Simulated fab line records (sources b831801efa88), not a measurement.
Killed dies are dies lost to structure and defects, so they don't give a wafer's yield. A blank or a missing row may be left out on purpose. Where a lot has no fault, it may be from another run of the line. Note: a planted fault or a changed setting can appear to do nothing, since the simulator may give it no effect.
fab line records	flow sfq-line
record: lots: 6	wafers: 18	last-day: 97
route steps=325 shown C5@240 M6@251
lots untouched by any fault: they come from a run of this same line in which no faults occurred
start-h: hours from the record's first day to the start of the lot's first wafer shown	wait-h: time in hours since the lot's previous step	" same as the row above	L1.1+2: a row that stands for several wafers	- value missing, or start not given	* or withheld: withheld	< > ~ a bound
route shown NAME@n: names a module that has steps shown in the file, with the first one's number in the route	usual: average and standard deviation across the fault-free wafers	same: alike in all rows	chamber/n: place in a boat	sites: each site's reading	_std_site: standard deviation across them	_edge_site: mean of outer sites minus mean of inner sites	radius-mm: for every site, how far away it sits from the centre of the wafer	mask NAME#n: copy n	behind: the tool/chamber that last shaped the wafer	hold: what put the lot on hold/how long, in hours/how the hold closed	device: the n, p or np transistor that did not switch	end of line: tests run on the same wafers once the route is complete	where a step has no rows: the recipe by itself	killed: not the wafer's yield, but the dies lost to structure and defects at the first sort	map: dies across one wafer; x = killed, . = not, _ = none there
set.NAME: the run value of the setting; set.NAME@STEP: its run value at that earlier step	model.NAME: the simulator's own value behind a step, which no gauge read
lots at selected steps of the route; one table per step, one row per wafer
services: the hour from which a tool's chamber was out of use, counted from the record's first day as start-h (under 0 if before that day), plus the number of hours and why
== steps ==
step: SFQ_TRILAYER_C5_LITHO_COAT_156
recipe: resist: BARC	spin-rpm: 3000	resist-thk-nm: 62
step: SFQ_TRILAYER_C5_LITHO_COAT_151
recipe: resist: KrF	spin-rpm: 3000	resist-thk-nm: 650
step: SFQ_TRILAYER_C5_LITHO_SOFTBAKE_155
recipe: temp-c: withheld	time-s: withheld	resist: KrF
step: SFQ_TRILAYER_C5_LITHO_EXPOSE_152
recipe: mask-id: C5	na: 0.6	source-shape: conventional	sigma-outer: 0.65	target-cd-nm: 500	dose-mj: 21.3
step: SFQ_TRILAYER_C5_LITHO_PEB_154
recipe: peb-temp-c: 115	peb-time-s: 60	resist: KrF
step: SFQ_TRILAYER_C5_LITHO_DEVELOP_153
recipe: time-s: 60	resist: KrF
step: SFQ_C5_OVL_MEAS_937
usual: C5_OVL: 0/5.1
lot.wafer	tool	chamber	start-h	wait-h	C5_OVL[nm]
L592.3	overlay-02	-	1822.65	0.1	14
L592.4	"	-	"	"	11
L592.6	"	-	"	"	14
L598.2	overlay-02	-	1848.36	0.1	-3
L598.4	"	-	"	"	-3
L598.5	"	-	"	"	0
L603.1	overlay-02	-	1895.97	0.1	2
L603.2	"	-	"	"	-1
L603.6	"	-	"	"	-1
L606.2	overlay-01	-	1927.53	0.1	0
L606.4	"	-	"	"	4
L606.5	"	-	"	"	0
L607.1	overlay-01	-	1929.92	0.1	-3
L607.5	"	-	"	"	-6
L607.6	"	-	"	"	-4
L614.2	overlay-02	-	2042.64	0.1	-3
L614.3	"	-	"	"	-3
L614.4	"	-	"	"	-6
step: SFQ_TRILAYER_C5_BARC_OPEN_VIA_ETCH_210
recipe: mask-material: PR	chemistry: O2	target-depth-nm: 125	target: BARC	source-w: 500	bias-w: 80	pressure-mtorr: 30	time-s: 41.7
usual: drypump-motor-current-A: 5.7/0.54	oes-product-au: 0.684/0.0049	rf-fwd-power-W: 494.4/2.2
lot.wafer	tool	chamber	start-h	wait-h	drypump-motor-current-A	oes-product-au	rf-fwd-power-W	rf-hours-counter-h
L592.3	rie-diel-04	0	1822.67	0.0	5.7	0.688	496.7	1
L592.4	"	3	"	"	4.7	0.688	496.0	13
L592.6	"	1	"	"	5.4	0.682	496.8	-
L598.2	rie-diel-04	1	1848.39	0.0	5.4	0.679	494.3	9
L598.4	"	0	"	"	5.6	0.691	500.1	2
L598.5	"	2	"	"	6.4	0.679	493.1	-
L603.1	rie-diel-02	0	1896.01	0.0	6.0	0.685	494.7	4
L603.2	"	1	"	"	6.7	0.686	497.3	16
L603.6	"	2	"	"	5.7	0.685	494.3	-
L606.2	rie-diel-04	2	1927.56	0.0	6.4	0.682	492.8	18
L606.4	"	3	"	"	4.7	0.688	494.8	-
L606.5	"	1	"	"	5.4	0.679	499.4	-
L607.1	rie-diel-01	1	1929.96	0.0	6.2	0.690	494.7	19
L607.5	"	3	"	"	5.8	0.695	496.4	-
L607.6	"	0	"	"	6.3	0.681	491.8	-
L614.2	rie-diel-02	1	2042.67	0.0	6.7	0.681	495.8	18
L614.3	"	3	"	"	5.3	0.685	499.7	12
L614.4	"	2	"	"	5.7	0.679	493.3	0
step: SFQ_TRILAYER_C5_ETCH_VIA_ETCH_154
recipe: target: SiO2	mask-material: PR	chemistry: CHF3	target-depth-nm: 84	source-w: 500	bias-w: 81.09	pressure-mtorr: 30	time-s: withheld	stop-on: Nb
usual: drypump-motor-current-A: 5.7/0.55	oes-product-au: 0.896/0.0083	rf-fwd-power-W: 495.4/2.1
lot.wafer	tool	chamber	start-h	wait-h	drypump-motor-current-A	oes-product-au	rf-fwd-power-W
L592.3	rie-diel-04	0	1822.71	0.0	5.6	0.890	497.8
L592.4	"	3	"	"	4.7	0.890	491.7
L592.6	"	1	"	"	5.4	0.892	498.0
L598.2	rie-diel-04	1	1848.43	0.0	5.4	0.884	497.0
L598.4	"	0	"	"	5.6	0.891	497.5
L598.5	"	2	"	"	6.4	0.888	493.6
L603.1	rie-diel-02	0	1896.05	0.0	6.0	0.898	493.8
L603.2	"	1	"	"	6.7	0.884	495.8
L603.6	"	2	"	"	5.7	0.900	492.5
L606.2	rie-diel-04	2	1927.60	0.0	6.4	0.886	490.0
L606.4	"	3	"	"	4.7	0.900	496.8
L606.5	"	1	"	"	5.4	0.910	494.0
L607.1	rie-diel-01	1	1930.00	0.0	6.2	0.892	496.3
L607.5	"	3	"	"	5.8	0.892	494.1
L607.6	"	0	"	"	6.3	0.901	494.4
L614.2	rie-diel-02	1	2042.71	0.0	6.7	0.876	495.1
L614.3	"	3	"	"	5.3	0.889	496.2
L614.4	"	2	"	"	5.7	0.903	494.5
step: SFQ_TRILAYER_C5_STRIP_STRIP_155
recipe: gas: O2	power-w: 200	platen-temp-c: 40	overash-fraction: 0.65	chemistry: O2	pressure-mtorr: 50
usual: drypump-motor-current-A: 5.6/0.43	oes-product-au: 0.998/0.0073
lot.wafer	tool	chamber	start-h	wait-h	drypump-motor-current-A	oes-product-au	rf-hours-counter-h
L592.3	rie-metal-01	0	1822.96	-	5.9	0.996	-
L592.4	"	1	"	"	5.4	0.999	-
L592.6	"	0	"	"	5.9	1.007	-
L598.2	rie-metal-04	0	1848.48	-	5.6	1.009	4
L598.4	"	1	"	"	6.2	0.998	-
L598.5	"	1	"	"	6.2	0.994	-
L603.1	rie-metal-04	1	1896.10	-	6.2	1.003	74
L603.2	"	0	"	"	5.6	0.995	11
L603.6	"	0	"	"	5.6	0.999	-
L606.2	rie-metal-04	0	1927.64	-	5.5	1.003	14
L606.4	"	1	"	"	6.2	1.007	-
L606.5	"	0	"	"	5.5	1.003	-
L607.1	rie-metal-04	1	1930.04	-	6.2	1.017	77
L607.5	"	1	"	"	6.2	1.000	-
L607.6	"	0	"	"	5.5	1.000	-
L614.2	rie-metal-04	0	2042.76	-	5.5	0.999	31
L614.3	"	0	"	"	5.6	1.009	-
L614.4	"	1	"	"	6.2	1.000	-
step: SFQ_TRILAYER_C5_STRIP_SOLV_CLEAN_156
recipe: chemistry: NMP	temp-c: 70	time-s: 600
step: SFQ_TRILAYER_M6_DEP_PRE_CLEAN_158
recipe: gas: Ar	time-s: 22.5	bias-v: 250
step: SFQ_TRILAYER_M6_DEP_SPUTTER_157
recipe: material: Nb	base-pressure-pa: 1.33e-06	chamber-pressure-pa: 0.1333	substrate-temp-c: 20	target-thk-nm: 200	power-w: 2000	time-s: 133.3
usual: throttle-valve-pct: 29.9/1.2
lot.wafer	tool	chamber	start-h	wait-h	throttle-valve-pct
L592.3	pvd-sputter-05	-	1823.58	0.0	31.0
L592.4	"	-	"	"	29.2
L592.6	"	-	"	"	31.2
L598.2	pvd-sputter-03	-	1849.29	0.0	29.9
L598.4	"	-	"	"	31.0
L598.5	"	-	"	"	31.2
L603.1	pvd-sputter-06	-	1896.90	0.0	28.2
L603.2	"	-	"	"	28.9
L603.6	"	-	"	"	31.5
L606.2	pvd-sputter-05	-	1928.45	0.0	31.4
L606.4	"	-	"	"	29.6
L606.5	"	-	"	"	31.3
L606.2	pvd-sputter-05	-	1928.71	0.2	31.3
L606.4	"	-	"	"	29.2
L606.5	"	-	"	"	31.6
L607.1	pvd-sputter-03	-	1930.85	0.0	30.2
L607.5	"	-	"	"	31.1
L607.6	"	-	"	"	30.1
L607.1	pvd-sputter-03	-	1931.11	0.2	30.0
L607.5	"	-	"	"	31.0
L607.6	"	-	"	"	29.8
L614.2	pvd-sputter-03	-	2043.77	0.0	31.0
L614.3	"	-	"	"	28.6
L614.4	"	-	"	"	29.7
step: SFQ_M6_RS_MEAS_938
recipe: thk-meas-gauge: four-point-probe	reads: Nb_of_TRILAYER_M6_DEP_SPUTTER_157
usual: M6_NB_RS: 0.887/0.0092
lot.wafer	tool	chamber	start-h	wait-h	M6_NB_RS[ohm/sq]
L592.3	film-metro-02	-	1823.71	0.1	0.911
L592.4	"	-	"	"	0.903
L592.6	"	-	"	"	0.898
L598.2	film-metro-04	-	1849.40	0.1	0.888
L598.4	"	-	"	"	0.869
L598.5	"	-	"	"	0.871
L603.1	film-metro-04	-	1896.99	0.0	0.896
L603.2	"	-	"	"	0.886
L603.6	"	-	"	"	0.889
L606.2	film-metro-03	-	1928.82	0.1	0.439
L606.4	"	-	"	"	0.438
L606.5	"	-	"	"	0.439
L607.1	film-metro-04	-	1931.20	0.0	0.441
L607.5	"	-	"	"	0.438
L607.6	"	-	"	"	0.444
L614.2	film-metro-04	-	2043.88	0.1	0.875
L614.3	"	-	"	"	0.873
L614.4	"	-	"	"	0.876
step: SFQ_TRILAYER_M6_LITHO_COAT_164
recipe: resist: BARC	spin-rpm: 3000	resist-thk-nm: 60.96
step: SFQ_TRILAYER_M6_LITHO_COAT_159
recipe: resist: KrF	spin-rpm: 3000	resist-thk-nm: 600
step: SFQ_TRILAYER_M6_LITHO_SOFTBAKE_163
recipe: temp-c: withheld	time-s: withheld	resist: KrF
step: SFQ_TRILAYER_M6_LITHO_EXPOSE_160
recipe: mask-id: M6	na: 0.6	source-shape: conventional	sigma-outer: 0.65	target-cd-nm: 500	dose-mj: 14.4
step: SFQ_TRILAYER_M6_LITHO_PEB_162
recipe: peb-temp-c: 115	peb-time-s: 60	resist: KrF
step: SFQ_TRILAYER_M6_LITHO_DEVELOP_161
recipe: time-s: 60	resist: KrF
step: SFQ_M6_OVL_MEAS_940
usual: M6_OVL: 2/5
lot.wafer	tool	chamber	start-h	wait-h	M6_OVL[nm]
L592.3	overlay-01	-	1837.57	0.1	-6
L592.4	"	-	"	"	-3
L592.6	"	-	"	"	-5
L598.2	overlay-02	-	1853.16	0.1	9
L598.4	"	-	"	"	8
L598.5	"	-	"	"	2
L603.1	overlay-02	-	1901.36	0.1	5
L603.2	"	-	"	"	7
L603.6	"	-	"	"	8
L606.2	overlay-01	-	1934.73	0.1	12
L606.4	"	-	"	"	6
L606.5	"	-	"	"	7
L607.1	overlay-01	-	1937.12	0.1	-6
L607.5	"	-	"	"	0
L607.6	"	-	"	"	4
L614.2	overlay-02	-	2047.44	0.1	1
L614.3	"	-	"	"	-3
L614.4	"	-	"	"	0
step: SFQ_TRILAYER_M6_BARC_OPEN_METAL_ETCH_206
recipe: mask-material: PR	chemistry: O2	target-depth-nm: 125	target: BARC	icp-w: 600	bias-w: 80	pressure-mtorr: 10	time-s: 41.7
usual: drypump-motor-current-A: 5.7/0.46	oes-product-au: 0.680/0.005	rf-fwd-power-W: 592/3.6
lot.wafer	tool	chamber	start-h	wait-h	drypump-motor-current-A	oes-product-au	rf-fwd-power-W	rf-hours-counter-h
L592.3	rie-metal-03	0	1837.61	0.0	5.6	0.679	587	-
L592.4	"	1	"	"	4.9	0.676	592	-
L592.6	"	1	"	"	4.9	0.681	596	-
L598.2	rie-metal-01	1	1853.19	0.0	5.4	0.670	597	84
L598.4	"	0	"	"	5.9	0.683	590	-
L598.5	"	1	"	"	5.3	0.677	600	-
L603.1	rie-metal-01	1	1901.40	0.0	5.3	0.676	599	92
L603.2	"	0	"	"	5.9	0.678	590	116
L603.6	"	1	"	"	5.3	0.674	596	-
L606.2	rie-metal-01	0	1934.76	0.0	5.9	0.683	589	123
L606.4	"	0	"	"	5.9	0.678	592	-
L606.5	"	0	"	"	5.9	0.680	588	-
L607.1	rie-metal-01	0	1937.16	0.0	5.9	0.675	589	124
L607.5	"	1	"	"	5.4	0.681	594	-
L607.6	"	0	"	"	5.9	0.676	593	-
L614.2	rie-metal-03	0	2047.47	0.0	5.6	0.677	589	65
L614.3	"	0	"	"	5.5	0.679	587	-
L614.4	"	1	"	"	4.8	0.683	591	-
step: SFQ_TRILAYER_M6_ETCH_METAL_ETCH_162
recipe: target: Nb	stop-on: SiO2	mask-material: PR	chemistry: Cl2/Ar	target-depth-nm: 240	icp-w: 600	bias-w: 80	pressure-mtorr: 10	time-s: 120
usual: drypump-motor-current-A: 5.7/0.45	oes-product-au: 0.895/0.0065	rf-fwd-power-W: 596.0/2.2
lot.wafer	tool	chamber	start-h	wait-h	drypump-motor-current-A	oes-product-au	rf-fwd-power-W	rf-hours-counter-h	model.etch.depth-nm	model.M6.feature-depth-nm
L592.3	rie-metal-03	0	1837.70	0.1	5.5	0.892	597.1	-	195.5	195.5
L592.4	"	1	"	"	4.8	0.890	596.2	-	196.9	196.9
L592.6	"	1	"	"	4.8	0.886	597.4	-	197.9	197.9
L598.2	rie-metal-01	1	1853.25	0.0	5.4	0.894	596.0	84	200.5	200.5
L598.4	"	0	"	"	5.9	0.903	595.4	-	204.3	204.3
L598.5	"	1	"	"	5.4	0.907	598.5	-	204.3	204.3
L603.1	rie-metal-01	1	1901.46	0.0	5.4	0.891	596.8	92	198.7	198.7
L603.2	"	0	"	"	5.9	0.892	595.4	117	200.6	200.6
L603.6	"	1	"	"	5.4	0.893	598.5	-	200.3	200.3
L606.2	rie-metal-01	0	1934.82	0.0	5.9	1.006	595.3	123	240.7	240.7
L606.4	"	0	"	"	5.9	0.995	593.9	-	240.3	240.3
L606.5	"	0	"	"	5.9	1.011	595.4	-	242.1	242.1
L607.1	rie-metal-01	0	1937.22	0.0	5.9	1.017	593.0	124	246	246
L607.5	"	1	"	"	5.3	0.986	600.3	-	238.2	238.2
L607.6	"	0	"	"	5.9	1.015	593.9	-	245.9	245.9
L614.2	rie-metal-03	0	2047.53	0.0	5.6	0.903	592.6	65	203.6	203.6
L614.3	"	0	"	"	5.6	0.898	593.2	-	204.2	204.2
L614.4	"	1	"	"	4.8	0.902	594.8	-	203.8	203.8
step: SFQ_TRILAYER_M6_STRIP_STRIP_163
recipe: gas: O2	power-w: 200	platen-temp-c: 40	overash-fraction: 0.65	chemistry: O2	pressure-mtorr: 50
usual: drypump-motor-current-A: 5.7/0.46	oes-product-au: 0.999/0.0076
lot.wafer	tool	chamber	start-h	wait-h	drypump-motor-current-A	oes-product-au	rf-hours-counter-h
L592.3	rie-metal-03	0	1837.98	0.2	5.6	1.003	-
L592.4	"	1	"	"	4.8	0.989	-
L592.6	"	1	"	"	4.8	0.987	-
L598.2	rie-metal-01	1	1853.38	0.1	5.4	0.999	84
L598.4	"	0	"	"	5.9	1.001	-
L598.5	"	1	"	"	5.4	0.996	-
L603.1	rie-metal-01	1	1901.58	0.1	5.4	0.996	92
L603.2	"	0	"	"	5.9	0.994	117
L603.6	"	1	"	"	5.3	0.998	-
L606.2	rie-metal-01	0	1934.94	0.1	5.9	1.003	123
L606.4	"	0	"	"	5.9	0.995	-
L606.5	"	0	"	"	5.9	1.001	-
L607.1	rie-metal-01	0	1937.34	0.1	5.9	1.009	124
L607.5	"	1	"	"	5.3	0.995	-
L607.6	"	0	"	"	5.9	1.011	-
L614.2	rie-metal-03	0	2047.66	0.1	5.6	0.992	65
L614.3	"	0	"	"	5.5	0.994	-
L614.4	"	1	"	"	4.8	0.986	-
== services ==
tool	chamber	start-h	hours	kind
rie-diel-02	1	1818.17	6.5	repair
rie-diel-02	-	1818.20	0.2	repair
rie-metal-04	-	1821.13	0.6	repair
rie-diel-02	1	1874.69	7.4	repair
rie-diel-02	3	1895.38	3.5	repair
pvd-sputter-06	-	1899.58	1.2	repair
rie-metal-04	-	1901.41	15.6	pm
pvd-sputter-05	-	1911.50	4.3	repair
rie-diel-04	0	1923.44	4.9	repair
rie-metal-03	-	1934.81	0.6	repair
rie-diel-02	-	1937.91	0.4	repair
rie-diel-01	2	1949.09	6.8	repair
rie-diel-01	-	1981.26	0.2	repair
rie-diel-02	1	1985.13	4.1	repair
rie-metal-01	0	1992.82	-	clean
rie-metal-01	0	1992.82	18.3	scheduled-down
pvd-sputter-05	-	1993.85	2.5	repair
pvd-sputter-06	-	1996.42	7.7	repair
rie-diel-04	0	2002.75	2.1	repair
rie-metal-01	-	2006.24	2.8	pm
pvd-sputter-05	-	2015.23	3.3	repair
rie-diel-01	-	2019.86	0.1	repair
rie-metal-01	-	2032.17	2.1	repair
rie-diel-04	2	2044.14	3.6	repair
== key ==
first-sign: step: SFQ_TRILAYER_M6_DEP_SPUTTER_157	reading: visit	direction: added
effect: step: SFQ_M6_RS_MEAS_938	reading: M6_NB_RS	direction: down	sigmas: 49	usual: 0.887	struck: 0.440
effect: step: SFQ_TRILAYER_M6_ETCH_METAL_ETCH_162	reading: oes-product-au	direction: up	sigmas: 17	usual: 0.895	struck: 1.005
model-effect: step: SFQ_TRILAYER_M6_ETCH_METAL_ETCH_162	value: etch.depth-nm	without: 200	struck: 242.2
met-at SFQ_TRILAYER_M6_DEP_SPUTTER_157
struck-wafers L606.2,L606.4,L606.5,L607.1,L607.5,L607.6
fault: kind: repeated-step-whole	tool: pvd-sputter-03,pvd-sputter-05,pvd-sputter-06	chamber: -	onset-h: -	steps: SFQ_TRILAYER_M6_DEP_SPUTTER_157	times: 1	scope: struck-lots-only
